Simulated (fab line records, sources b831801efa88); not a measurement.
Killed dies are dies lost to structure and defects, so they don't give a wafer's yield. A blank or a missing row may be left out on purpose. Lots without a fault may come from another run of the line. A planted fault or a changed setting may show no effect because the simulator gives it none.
fab line records | flow sky130
record lots=10 wafers=30 last_day=50
route steps=708 shown VT_ADJUST_PCH@153 GATE_OXIDE@201 POLY_GATE@217 POLY_CUT@318
lots that met no fault: from a run of the same line without faults
start_h: hours from the record's first day to the start of the lot's first wafer shown | wait_h: hours since the lot's step before | " the same as in the row above | L1.1+2: a row that stands for several wafers | - no value, or no start given | * or withheld: withheld | < > ~ a bound
route shown NAME@n: a module of which the file shows steps, and the number in the route of the first | usual: mean/standard deviation of fault-free wafers | same: alike in all rows | chamber/n: place in a boat | sites: the reading at each site | _std_site: their standard deviation | _edge_site: outer sites' mean less inner sites' | radius_mm: how far each site lies from the wafer's centre | mask NAME#n: copy n | behind: the tool/chamber that last shaped the wafer | hold: why the lot was held/for how many hours/how that ended | device: the transistor (n, p or np) that didn't switch | end of line: the same wafers' tests at the end of the route | a step without rows: its recipe alone | killed: dies lost to structure and defects at the first sort, not the wafer's yield | map: a wafer's dies, x killed, . not, _ none there
set.NAME: the setting as run; set.NAME@STEP: as run at that earlier step | model.NAME: the simulator's own value behind a step, which no gauge read
steps of the route over a sample of lots; a table a step, a row a wafer
services: from which hour (start_h, from the record's first day; less than 0 if before it) a tool's chamber was out of use, for how many hours, and why
## steps
# step SKY_VT_ADJUST_PCH_TW_MEAS_10
# usual VT_ADJUST_PCH_TW=143.0/1.6
# columns lot.wafer tool chamber start_h wait_h VT_ADJUST_PCH_TW
L701.2 film_metro-01 - 223.94 0.1 143.4
L701.4 " - " " 143.5
L701.5 " - " " 143.9
L702.1 film_metro-01 - 228.53 0.1 142.6
L702.2 " - " " 142.9
L702.3 " - " " 142.9
L703.1 film_metro-01 - 239.48 0.1 142.4
L703.2 " - " " 143.1
L703.6 " - " " 143.2
L704.2 film_metro-03 - 249.64 0.1 141.1
L704.4 " - " " 141.0
L704.6 " - " " 141.0
L705.2 film_metro-01 - 261.67 0.1 142.8
L705.5 " - " " 143.3
L705.6 " - " " 142.8
L712.3 film_metro-02 - 324.58 0.1 143.7
L712.4 " - " " 144.2
L712.6 " - " " 143.7
L714.1 film_metro-03 - 333.13 0.1 141.0
L714.3 " - " " 141.5
L714.6 " - " " 140.5
L713.1 film_metro-02 - 333.16 0.1 144.2
L713.2 " - " " 144.3
L713.5 " - " " 144.4
L723.1 film_metro-03 - 401.93 0.1 139.9
L723.2 " - " " 140.9
L723.3 " - " " 139.8
L724.2 film_metro-02 - 402.29 0.1 143.9
L724.4 " - " " 144.5
L724.5 " - " " 145.2
# step SKY_GATE_OXIDE_TW_MEAS_14
# usual GATE_OXIDE_TW=224.9/2.6
# columns lot.wafer tool chamber start_h wait_h GATE_OXIDE_TW
L701.2 film_metro-03 - 307.33 0.1 220.7
L701.4 " - " " 220.9
L701.5 " - " " 221.1
L702.1 film_metro-02 - 314.21 0.1 226.5
L702.2 " - " " 227.2
L702.3 " - " " 226.2
L703.1 film_metro-03 - 325.61 0.1 221.5
L703.2 " - " " 220.5
L703.6 " - " " 221.6
L704.2 film_metro-02 - 338.87 0.1 226.5
L704.4 " - " " 226.3
L704.6 " - " " 226.3
L705.2 film_metro-03 - 348.79 0.1 220.9
L705.5 " - " " 221.2
L705.6 " - " " 220.2
L712.3 film_metro-02 - 417.98 0.1 228.3
L712.4 " - " " 228.2
L712.6 " - " " 226.6
L713.1 film_metro-02 - 426.56 0.1 228.6
L713.2 " - " " 227.6
L713.5 " - " " 228.2
L714.1 film_metro-04 - 426.81 0.1 224.5
L714.3 " - " " 225.7
L714.6 " - " " 226.0
L723.1 film_metro-02 - 504.01 0.1 225.9
L723.2 " - " " 226.2
L723.3 " - " " 227.6
L724.2 film_metro-03 - 504.19 0.1 220.4
L724.4 " - " " 220.0
L724.5 " - " " 219.9
# step SKY_POLY_GATE_CVD_03
# recipe material=Si3N4 precursor=DCS/NH3 target_thk_nm=75 temp_c=770 time_s=1290 pressure_mtorr=250
# usual spike_tc_centre_C=771.8/1 spike_tc_lower_C=769.1/1.8 spike_tc_upper_C=770.0/1 zone_power_bottom_pct=20.53/0.2 zone_power_centre_pct=13.12/0.18 zone_power_lower_pct=13.50/0.14 zone_power_upper_pct=11.8/0.88
# same time_s=1290
# columns lot.wafer tool chamber start_h wait_h spike_tc_centre_C spike_tc_lower_C spike_tc_upper_C zone_power_bottom_pct zone_power_centre_pct zone_power_lower_pct zone_power_upper_pct
L701.2 lpcvd-02 1 339.37 1.3 773.5 768.3 769.3 20.13 13.32 13.41 11.3
L701.4 " 1 " " 774.2 768.3 770.5 20.48 13.30 13.57 11.3
L701.5 " 1 " " 771.2 769.8 771.6 20.66 13.18 13.61 11.2
L702.1 lpcvd-02 1 344.77 0.6 772.3 769.0 770.8 20.65 13.15 13.47 11.3
L702.2 " 1 " " 771.1 768.5 768.7 20.58 13.24 13.48 11.5
L702.3 " 1 " " 771.6 768.5 767.9 21.03 13.19 13.53 11.3
L703.1 lpcvd-02 1 361.47 2.3 772.9 769.0 771.3 20.58 13.23 13.47 11.3
L703.2 " 1 " " 770.9 768.6 769.5 20.76 13.16 13.46 11.5
L703.6 " 1 " " 770.6 769.1 769.3 20.55 13.21 13.80 11.5
L704.2 lpcvd-02 1 370.20 0.0 772.0 769.2 770.6 20.63 13.12 13.64 11.3
L704.4 " 1 " " 773.9 769.2 771.5 20.44 13.05 13.47 11.3
L704.6 " 1 " " 772.8 767.9 768.6 20.83 13.07 13.45 11.4
L705.2 lpcvd-02 0 380.87 1.0 772.3 772.1 770.5 20.27 12.68 13.29 13.6
L705.5 " 0 " " 772.6 772.9 772.5 20.57 12.76 13.59 13.8
L705.6 " 0 " " 774.8 773.6 770.3 20.33 12.64 13.39 13.8
L712.3 lpcvd-02 0 452.15 0.0 772.3 771.9 771.0 20.43 12.90 13.46 13.8
L712.4 " 0 " " 771.7 772.4 770.4 20.10 12.94 13.50 13.7
L712.6 " 0 " " 772.7 772.8 769.6 20.14 12.90 13.58 13.9
L713.1 lpcvd-02 1 462.37 1.7 804.3 763.7 763.9 20.90 21.55 9.03 7.5
L713.2 " 1 " " 803.2 765.4 765.6 20.84 21.56 8.91 7.6
L713.5 " 1 " " 805.8 764.5 765.5 20.88 21.54 8.95 7.4
L714.1 lpcvd-02 1 462.37 1.1 804.4 763.1 766.8 20.99 21.58 8.94 7.4
L714.3 " 1 " " 805.4 763.1 766.3 20.70 21.81 8.82 7.5
L714.6 " 1 " " 804.0 766.4 766.2 20.87 21.74 8.98 7.5
L723.1 lpcvd-02 1 537.55 0.0 771.6 768.3 769.8 20.59 13.20 13.21 11.3
L723.2 " 1 " " 770.2 769.3 769.5 20.50 12.96 13.52 11.4
L723.3 " 1 " " 773.1 767.6 770.7 20.41 12.97 13.51 11.5
L724.2 lpcvd-02 0 538.91 0.5 774.1 773.0 772.6 20.27 12.95 13.53 13.7
L724.4 " 0 " " 772.4 774.3 771.1 20.12 12.94 13.16 13.6
L724.5 " 0 " " 773.3 772.5 768.0 20.52 12.93 13.67 13.9
# step SKY_POLY_GATE_THK_MEAS_04
# recipe reads=Si3N4_of_POLY_GATE_CVD_03
# usual POLY_GATE_CVD_03_THK=75.0/0.63
# columns lot.wafer tool chamber start_h wait_h POLY_GATE_CVD_03_THK[nm]
L701.2 film_metro-02 - 340.74 0.0 75.3
L701.4 " - " " 75.5
L701.5 " - " " 75.3
L702.1 film_metro-02 - 346.13 0.0 75.4
L702.2 " - " " 75.5
L702.3 " - " " 74.9
L703.1 film_metro-03 - 362.83 0.0 74.9
L703.2 " - " " 74.9
L703.6 " - " " 75.2
L704.2 film_metro-03 - 371.57 0.0 74.2
L704.4 " - " " 74.8
L704.6 " - " " 74.2
L705.2 film_metro-03 - 382.24 0.0 74.7
L705.5 " - " " 74.8
L705.6 " - " " 75.4
L712.3 film_metro-03 - 453.53 0.0 75.7
L712.4 " - " " 75.5
L712.6 " - " " 74.8
L713.1 film_metro-01 - 463.72 0.0 92.2
L713.2 " - " " 88.0
L713.5 " - " " 79.7
L714.1 film_metro-03 - 463.72 0.0 94.7
L714.3 " - " " 99.8
L714.6 " - " " 95.0
L723.1 film_metro-03 - 538.91 0.0 74.4
L723.2 " - " " 74.4
L723.3 " - " " 74.2
L724.2 film_metro-01 - 540.28 0.0 75.1
L724.4 " - " " 74.7
L724.5 " - " " 75.0
# step SKY_POLY_GATE_ETCH_16
# recipe stop_on=poly-Si chemistry=CH3F/O2 target=Si3N4 source_w=400 bias_w=80 pressure_mtorr=25 ch3f_flow_sccm=40 O2_flow_sccm=30 time_s=147.5 target_depth_a=750
# usual drypump_motor_current_A=5.5/0.42 oes_product_au=0.640/0.0049 throttle_valve_pct=10.535/0.0095
# same time_s=147.5
# columns lot.wafer tool chamber start_h wait_h drypump_motor_current_A oes_product_au rf_hours_counter_h throttle_valve_pct
L701.2 rie_diel-04 2 368.21 0.0 5.3 0.640 6 10.534
L701.4 " 1 " " 5.7 0.648 1 10.527
L701.5 " 0 " " 5.0 0.646 - 10.537
L702.1 rie_diel-03 3 374.26 0.0 5.3 0.630 1 10.533
L702.2 " 2 " " 5.1 0.638 12 10.540
L702.3 " 0 " " 5.9 0.640 18 10.539
L703.1 rie_diel-04 2 389.83 0.0 5.3 0.637 6 10.540
L703.2 " 1 " " 5.7 0.643 1 10.518
L703.6 " 1 " " 5.7 0.633 - 10.519
L704.2 rie_diel-03 2 399.61 0.0 5.1 0.632 13 10.522
L704.4 " 3 " " 5.3 0.635 2 10.533
L704.6 " 0 " " 5.9 0.637 - 10.514
L705.2 rie_diel-04 2 410.83 0.0 5.2 0.638 7 10.534
L705.5 " 0 " " 5.0 0.641 - 10.536
L705.6 " 1 " " 5.7 0.646 - 10.526
L712.3 rie_diel-02 3 484.28 0.0 6.0 0.642 4 10.524
L712.4 " 3 " " 6.1 0.640 - 10.542
L712.6 " 0 " " 5.9 0.644 - 10.542
L713.1 rie_diel-02 0 494.31 0.0 5.9 0.701 75 10.541
L713.2 " 1 " " 5.4 0.692 4 10.542
L713.5 " 1 " " 5.4 0.658 - 10.559
L714.1 rie_diel-04 2 494.78 0.0 5.3 0.709 9 10.540
L714.3 " 3 " " 5.0 0.723 3 10.549
L714.6 " 0 " " 5.0 0.711 - 10.547
L723.1 rie_diel-02 2 568.84 0.0 6.2 0.634 1 10.548
L723.2 " 3 " " 6.0 0.635 6 10.540
L723.3 " 1 " " 5.4 0.643 6 10.531
L724.2 rie_diel-03 1 570.56 0.0 5.4 0.642 2 10.531
L724.4 " 3 " " 5.4 0.640 5 10.534
L724.5 " 2 " " 5.1 0.644 - 10.529
# step SKY_POLY_GATE_CD_MEAS_22
# usual cd_nm=150.8/1.9
# columns lot.wafer tool chamber start_h wait_h cd_nm
L701.2 cd_sem-01 - 375.22 0.1 149.0
L701.4 " - " " 148.4
L701.5 " - " " 153.1
L702.1 cd_sem-01 - 380.56 0.1 149.3
L702.2 " - " " 148.9
L702.3 " - " " 151.4
L703.1 cd_sem-01 - 393.26 0.1 146.5
L703.2 " - " " 149.1
L703.6 " - " " 150.9
L704.2 cd_sem-02 - 401.94 0.1 150.2
L704.4 " - " " 151.5
L704.6 " - " " 153.8
L705.2 cd_sem-01 - 412.47 0.1 147.9
L705.5 " - " " 149.8
L705.6 " - " " 146.7
L712.3 cd_sem-01 - 485.95 0.1 152.3
L712.4 " - " " 154.4
L712.6 " - " " 147.5
L713.1 cd_sem-01 - 495.93 0.1 150.2
L713.2 " - " " 150.8
L713.5 " - " " 156.1
L714.1 cd_sem-01 - 496.39 0.1 149.9
L714.3 " - " " 149.0
L714.6 " - " " 151.2
L723.1 cd_sem-02 - 571.11 0.1 150.8
L723.2 " - " " 150.5
L723.3 " - " " 153.4
L724.2 cd_sem-01 - 575.27 0.1 148.3
L724.4 " - " " 150.2
L724.5 " - " " 150.7
# step SKY_POLY_CUT_ETCH_11
# recipe target=Si3N4 chemistry=CF4/CH2F2/Ar stop_on=poly-Si source_w=600 bias_w=150 pressure_mtorr=40 cf4_flow_sccm=40 ch2f2_flow_sccm=20 Ar_flow_sccm=150 time_s=42.5 target_depth_a=600
# usual ch2f2_flow_sccm=20.00/0.064 drypump_motor_current_A=5.5/0.38 oes_product_au=0.829/0.0058 throttle_valve_pct=14.995/0.009
# same time_s=42.5
# columns lot.wafer tool chamber start_h wait_h ch2f2_flow_sccm drypump_motor_current_A oes_product_au rf_hours_counter_h throttle_valve_pct
L701.2 rie_diel-03 0 559.62 0.0 20.09 6.0 0.834 21 14.992
L701.4 " 1 " " 20.05 5.4 0.825 1 14.989
L701.5 " 3 " " 20.00 5.4 0.835 - 14.993
L702.1 rie_diel-04 1 566.32 0.0 20.16 5.7 0.829 5 14.990
L702.2 " 3 " " 20.00 5.0 0.824 4 14.990
L702.3 " 0 " " 19.96 5.0 0.824 12 15.004
L703.1 rie_diel-01 1 577.82 0.0 20.03 5.8 0.820 5 14.990
L703.2 " 2 " " 19.95 6.3 0.830 13 14.973
L703.6 " 0 " " 20.04 5.5 0.825 - 14.997
L704.2 rie_diel-03 1 586.07 0.0 19.98 5.4 0.828 2 14.997
L704.4 " 3 " " 19.96 5.4 0.826 5 14.996
L704.6 " 3 " " 20.05 5.4 0.823 - 14.998
L705.2 rie_diel-03 1 596.47 0.0 19.91 5.4 0.835 2 15.012
L705.5 " 2 " " 19.88 5.1 0.826 - 14.988
L705.6 " 3 " " 19.96 5.4 0.827 - 14.998
L712.3 rie_diel-01 3 666.94 0.0 20.02 5.3 0.835 8 14.984
L712.4 " 2 " " 20.00 6.3 0.818 15 15.002
L712.6 " 2 " " 19.99 6.3 0.839 - 14.996
L713.1 rie_diel-01 1 675.82 0.0 20.01 5.8 0.933 7 15.012
L713.2 " 0 " " 19.99 5.5 0.905 6 15.019
L713.5 " 3 " " 20.10 5.3 0.863 - 14.999
L714.1 rie_diel-01 2 676.77 0.0 19.90 6.3 0.953 15 15.019
L714.3 " 0 " " 20.04 5.5 0.974 6 15.004
L714.6 " 2 " " 19.93 6.3 0.950 - 14.995
L723.1 rie_diel-03 3 746.24 0.0 20.12 5.4 0.826 10 15.007
L723.2 " 2 " " 19.89 5.1 0.827 21 15.011
L723.3 " 0 " " 19.96 5.9 0.823 26 15.011
L724.2 rie_diel-03 3 748.39 0.0 19.89 5.4 0.834 10 15.004
L724.4 " 1 " " 19.90 5.4 0.825 6 14.993
L724.5 " 0 " " 20.01 5.9 0.828 - 15.010
## services
# columns tool chamber start_h hours kind
rie_diel-04 3 339.30 - clean
rie_diel-02 3 420.57 4.5 repair
rie_diel-03 1 446.12 - clean
rie_diel-03 1 446.12 27.0 scheduled_down
rie_diel-03 1 446.12 27.0 vent_cycle
rie_diel-03 2 462.86 4.8 repair
rie_diel-03 3 473.99 12.2 repair
rie_diel-03 1 487.60 5.1 repair
rie_diel-02 1 504.73 3.5 repair
rie_diel-02 2 513.66 10.8 repair
rie_diel-04 2 565.90 4.1 repair
rie_diel-01 2 579.01 5.2 repair
rie_diel-04 3 597.48 12.1 repair
rie_diel-03 1 628.60 11.6 repair
rie_diel-03 0 632.41 2.9 repair
rie_diel-02 1 636.88 1.5 repair
rie_diel-02 - 665.87 2.8 pm
rie_diel-01 - 678.21 0.6 repair
rie_diel-02 0 690.19 9.3 repair
rie_diel-02 2 695.12 6.3 repair
rie_diel-02 1 706.11 7.7 repair
rie_diel-04 - 723.35 0.5 repair
rie_diel-03 3 732.77 3.8 repair
rie_diel-02 1 743.77 8.0 repair
## key
first_sign step=SKY_POLY_GATE_CVD_03 reading=zone_power_centre_pct direction=up sigmas=48 usual=13.12 struck=21.63
effect step=SKY_POLY_GATE_CVD_03 reading=zone_power_lower_pct direction=down sigmas=32 usual=13.50 struck=8.94
effect step=SKY_POLY_GATE_THK_MEAS_04 reading=POLY_GATE_CVD_03_THK direction=up sigmas=26 usual=75.0 struck=91.6
effect step=SKY_POLY_GATE_ETCH_16 reading=oes_product_au direction=up sigmas=12 usual=0.640 struck=0.699
effect step=SKY_POLY_CUT_ETCH_11 reading=oes_product_au direction=up sigmas=17 usual=0.829 struck=0.930
met_at SKY_POLY_GATE_CVD_03
struck_lots L713,L714
sort_left_out L714.1,L714.3,L714.6
tester_left_out L713,L714
not_acting_at SKY_VT_ADJUST_PCH_TW_MEAS_10,SKY_GATE_OXIDE_TW_MEAS_14,SKY_POLY_GATE_CD_MEAS_22
onset_between 452.15 462.37
fault kind=process_parameter_drift tool=lpcvd-02 chamber=- onset_h=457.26 steps=SKY_POLY_GATE_CVD_03 channel=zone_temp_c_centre offset=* shape=step end_h=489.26
# tester_left_out: of these lots the tester's yield and bins aren't shown, on N5 and GAA mostly nor the transistor test; their killed dies are dies lost to structure and defects alone, not to doping, threshold or leakage, so they don't give the yield
# sort_left_out: the simulated sort isn't trusted on such a fault, so these wafers' sort isn't shown, and their yield isn't known
